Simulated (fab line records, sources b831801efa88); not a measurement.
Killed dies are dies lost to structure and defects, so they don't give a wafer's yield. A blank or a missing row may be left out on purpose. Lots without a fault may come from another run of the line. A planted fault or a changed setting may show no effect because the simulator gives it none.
fab line records | flow gf180mcu | part 2 of 2: steps 26 to 34 of 34
record lots=5 wafers=15 last_day=34
route steps=602 shown STI@9 DNWELL@32 NWELL@42
lots that met no fault: from a run of the same line without faults
start_h: hours from the record's first day to the start of the lot's first wafer shown | wait_h: hours since the lot's step before | " the same as in the row above | L1.1+2: a row that stands for several wafers | - no value, or no start given | * or withheld: withheld | < > ~ a bound
route shown NAME@n: a module of which the file shows steps, and the number in the route of the first | usual: mean/standard deviation of fault-free wafers | same: alike in all rows | chamber/n: place in a boat | sites: the reading at each site | _std_site: their standard deviation | _edge_site: outer sites' mean less inner sites' | radius_mm: how far each site lies from the wafer's centre | mask NAME#n: copy n | behind: the tool/chamber that last shaped the wafer | hold: why the lot was held/for how many hours/how that ended | device: the transistor (n, p or np) that didn't switch | end of line: the same wafers' tests at the end of the route | a step without rows: its recipe alone | killed: dies lost to structure and defects at the first sort, not the wafer's yield | map: a wafer's dies, x killed, . not, _ none there
set.NAME: the setting as run; set.NAME@STEP: as run at that earlier step | model.NAME: the simulator's own value behind a step, which no gauge read
lots at some steps of the route; a table a step, a row a wafer
services: from which hour (start_h, from the record's first day; less than 0 if before it) a tool's chamber was out of use, for how many hours, and why
## steps
# step GF_DNWELL_COAT_02
# recipe spin_rpm=2000 resist_thk_nm=3000
# usual resist_line_temp_C=23.01/0.1 spin_speed_rpm=2000.1/1.7
# columns lot.wafer tool chamber start_h wait_h resist_line_temp_C spin_speed_rpm
L083.1 litho_track-04 0 87.84 0.1 22.95 2000.0
L083.2 " 0 " " 22.99 2000.9
L083.5 " 0 " " 22.90 1999.9
L084.1 litho_track-03 0 88.67 0.1 22.94 1999.1
L084.5 " 0 " " 23.05 1999.7
L084.6 " 0 " " 23.04 1997.2
L086.1 litho_track-04 0 99.69 0.1 22.91 2003.2
L086.4 " 0 " " 22.87 2002.0
L086.5 " 0 " " 23.05 1998.7
L090.1 litho_track-04 0 119.54 0.1 22.96 2000.4
L090.4 " 0 " " 22.86 1998.1
L090.5 " 0 " " 22.99 1998.8
L095.2 litho_track-04 0 145.02 0.1 23.04 2001.2
L095.5 " 0 " " 23.05 1997.9
L095.6 " 0 " " 22.94 2000.7
# step GF_DNWELL_SOFTBAKE_03
# recipe temp_c=110 time_s=withheld
# usual resist_line_temp_C=23.00/0.1
# columns lot.wafer tool chamber start_h wait_h resist_line_temp_C
L083.1 litho_track-04 0 87.99 0.1 23.18
L083.2 " 0 " " 22.85
L083.5 " 0 " " 22.93
L084.1 litho_track-03 0 88.82 0.1 22.90
L084.5 " 0 " " 22.91
L084.6 " 0 " " 22.97
L086.1 litho_track-04 0 99.84 0.1 23.12
L086.4 " 0 " " 23.08
L086.5 " 0 " " 23.23
L090.1 litho_track-04 0 119.69 0.1 22.97
L090.4 " 0 " " 23.01
L090.5 " 0 " " 22.93
L095.2 litho_track-04 0 145.18 0.1 22.89
L095.5 " 0 " " 23.15
L095.6 " 0 " " 22.89
# step GF_DNWELL_EXPOSE_04
# recipe mask_id=DNWELL target_cd_nm=1700 na=0.6 source_shape=conventional sigma_outer=0.6 dose_mj=260
# usual reticle_temp_C=23.01/0.084
# columns lot.wafer tool chamber start_h wait_h mask reticle_temp_C
L083.1 iline_stepper-02 0 - - DNWELL#0 23.09
L083.2 " 0 " " DNWELL#0 23.09
L083.5 " 0 " " DNWELL#0 23.02
L084.1 iline_stepper-02 0 - - DNWELL#0 23.12
L084.5 " 0 " " DNWELL#0 22.87
L084.6 " 0 " " DNWELL#0 23.13
L086.1 iline_stepper-01 0 - - DNWELL#0 22.96
L086.4 " 0 " " DNWELL#0 22.86
L086.5 " 0 " " DNWELL#0 22.93
L090.1 iline_stepper-02 0 - - DNWELL#0 22.93
L090.4 " 0 " " DNWELL#0 22.99
L090.5 " 0 " " DNWELL#0 22.98
L095.2 iline_stepper-02 0 - - DNWELL#0 22.86
L095.5 " 0 " " DNWELL#0 22.96
L095.6 " 0 " " DNWELL#0 22.91
# step GF_DNWELL_PEB_05
# recipe temp_c=115 time_s=withheld
# usual resist_line_temp_C=23.00/0.099
# columns lot.wafer tool chamber start_h wait_h resist_line_temp_C
L083.1 litho_track-02 0 - - 22.75
L083.2 " 0 " " 22.92
L083.5 " 0 " " 23.03
L084.1 litho_track-04 0 - - 22.90
L084.5 " 0 " " 22.89
L084.6 " 0 " " 22.70
L086.1 litho_track-02 0 - - 22.92
L086.4 " 0 " " 22.84
L086.5 " 0 " " 22.94
L090.1 litho_track-02 0 - - 23.09
L090.4 " 0 " " 23.15
L090.5 " 0 " " 22.97
L095.2 litho_track-04 0 - - 23.10
L095.5 " 0 " " 22.92
L095.6 " 0 " " 23.03
# step GF_DNWELL_DEVELOP_06
# recipe wall_angle_deg=90 develop_time_s=60 dev_temp_c=23
# usual developer_temp_C=23.01/0.12 resist_line_temp_C=23.01/0.12
# columns lot.wafer tool chamber start_h wait_h developer_temp_C resist_line_temp_C
L083.1 litho_track-02 0 - - 23.04 23.06
L083.2 " 0 " " 23.23 22.84
L083.5 " 0 " " 23.16 23.05
L084.1 litho_track-04 0 - - 23.21 22.97
L084.5 " 0 " " 23.13 23.15
L084.6 " 0 " " 23.04 23.09
L086.1 litho_track-02 0 - - 23.17 23.02
L086.4 " 0 " " 23.14 23.18
L086.5 " 0 " " 23.16 23.00
L090.1 litho_track-02 0 - - 23.02 22.87
L090.4 " 0 " " 23.07 23.00
L090.5 " 0 " " 23.08 22.81
L095.2 litho_track-04 0 - - 22.99 22.89
L095.5 " 0 " " 22.91 23.06
L095.6 " 0 " " 22.76 22.94
# step GF_DNWELL_IMPLANT_07
# recipe species=P energy_kev=1500 dose_cm2=1e+13 tilt_deg=0
# usual tilt_deg=0.004/0.019
# columns lot.wafer tool chamber start_h wait_h tilt_deg
L083.1 implanter-03 0 94.40 - -0.006
L083.2 " 0 " " -0.004
L083.5 " 0 " " -0.015
L084.1 implanter-01 0 95.69 - -0.009
L084.5 " 0 " " 0.003
L084.6 " 0 " " 0.012
L086.1 implanter-03 0 107.15 - 0.004
L086.4 " 0 " " 0.019
L086.5 " 0 " " 0.044
L090.1 implanter-01 0 126.70 - -0.025
L090.4 " 0 " " -0.013
L090.5 " 0 " " -0.018
L095.2 implanter-04 0 152.92 - -0.021
L095.5 " 0 " " -0.004
L095.6 " 0 " " 0.007
# step GF_DNWELL_STRIP_08
# recipe chemistry=O2/N2 power_w=1400 pressure_mtorr=1500 platen_temp_c=250 o2_flow_sccm=3000 n2_flow_sccm=300 overash_fraction=0.5
# usual drypump_motor_current_A=5.81/0.18 heater_power_w=320/31 oes_product_au=0.722/0.0044 strip_time_to_endpoint_s=36.94/0.11
# columns lot.wafer tool chamber start_h wait_h drypump_motor_current_A heater_power_w oes_product_au rf_hours_counter_h strip_time_to_endpoint_s
L083.1 plasma_asher-01 0 94.55 0.1 5.68 299 0.717 44 36.97
L083.2 " 1 " " 5.56 377 0.724 44 36.99
L083.5 " 0 " " 5.74 287 0.719 - 36.91
L084.1 plasma_asher-02 1 95.84 0.1 5.76 284 0.719 30 37.00
L084.5 " 0 " " 5.63 323 0.723 - 36.90
L084.6 " 1 " " 5.77 283 0.726 - 36.85
L086.1 plasma_asher-02 0 107.30 0.1 5.65 317 0.720 31 37.15
L086.4 " 1 " " 5.75 289 0.715 - 37.00
L086.5 " 1 " " 5.77 284 0.713 - 37.11
L090.1 plasma_asher-04 0 126.85 0.1 6.08 317 0.722 49 37.04
L090.4 " 0 " " 6.10 307 0.725 - 37.02
L090.5 " 1 " " 6.01 350 0.724 - 36.99
L095.2 plasma_asher-02 1 153.04 0.1 5.78 284 0.723 36 36.85
L095.5 " 0 " " 5.64 315 0.723 - 36.77
L095.6 " 1 " " 5.79 279 0.732 - 36.82
# step GF_DNWELL_TW_MEAS_09
# usual DNWELL_TW=1349/13
# columns lot.wafer tool chamber start_h wait_h DNWELL_TW
L083.1 film_metro-01 - 94.65 0.1 1376
L083.2 " - " " 1364
L083.5 " - " " 1378
L084.1 film_metro-04 - 95.94 0.1 1343
L084.5 " - " " 1337
L084.6 " - " " 1332
L086.1 film_metro-01 - 107.40 0.1 1359
L086.4 " - " " 1355
L086.5 " - " " 1354
L090.1 film_metro-04 - 126.95 0.1 1335
L090.4 " - " " 1339
L090.5 " - " " 1337
L095.2 film_metro-04 - 153.15 0.1 1349
L095.5 " - " " 1342
L095.6 " - " " 1348
# step GF_NWELL_DEHYDRATE_00
# recipe temp_c=200 time_s=60
# usual resist_line_temp_C=23.00/0.11
# columns lot.wafer tool chamber start_h wait_h resist_line_temp_C
L083.1 litho_track-01 0 101.13 6.5 23.07
L083.2 " 0 " " 22.95
L083.5 " 0 " " 23.01
L084.1 litho_track-04 0 102.59 6.6 22.98
L084.5 " 0 " " 22.85
L084.6 " 0 " " 23.08
L086.1 litho_track-04 0 113.69 6.3 23.07
L086.4 " 0 " " 23.08
L086.5 " 0 " " 23.15
L090.1 litho_track-04 0 133.79 6.8 22.80
L090.4 " 0 " " 23.10
L090.5 " 0 " " 22.95
L095.2 litho_track-02 0 159.93 6.8 22.89
L095.5 " 0 " " 22.93
L095.6 " 0 " " 22.92
## services
# columns tool chamber start_h hours kind
implanter-01 - 53.95 2.3 repair
rie_diel-03 2 54.51 4.8 repair
cmp-02 - 64.00 4.0 pm
cmp-02 - 64.28 0.8 repair
rie_diel-02 3 68.57 13.3 repair
krf_scanner-01 - 74.45 0.8 pm
hdpcvd-02 - 84.20 3.9 repair
hdpcvd-02 - 85.14 1.3 repair
rie_si-02 2 94.85 3.5 repair
wet_bench-01 - 96.87 3.8 repair
plasma_asher-02 - 97.22 6.8 repair
cmp-01 - 102.42 0.9 repair
krf_scanner-01 - 104.98 4.5 repair
wet_bench-01 - 107.59 1.9 repair
plasma_asher-01 - 108.75 9.0 pm
krf_scanner-01 - 109.50 0.8 pm
implanter-03 - 115.24 1.8 repair
cmp-01 - 117.54 2.5 repair
hdpcvd-02 - 123.51 1.1 repair
hdpcvd-01 - 124.62 2.8 pm
krf_scanner-01 - 126.74 1.0 pm
wet_bench-04 - 149.31 10.6 repair
cmp-02 - 151.35 6.2 pm
furnace-01 - 155.81 3.1 pm
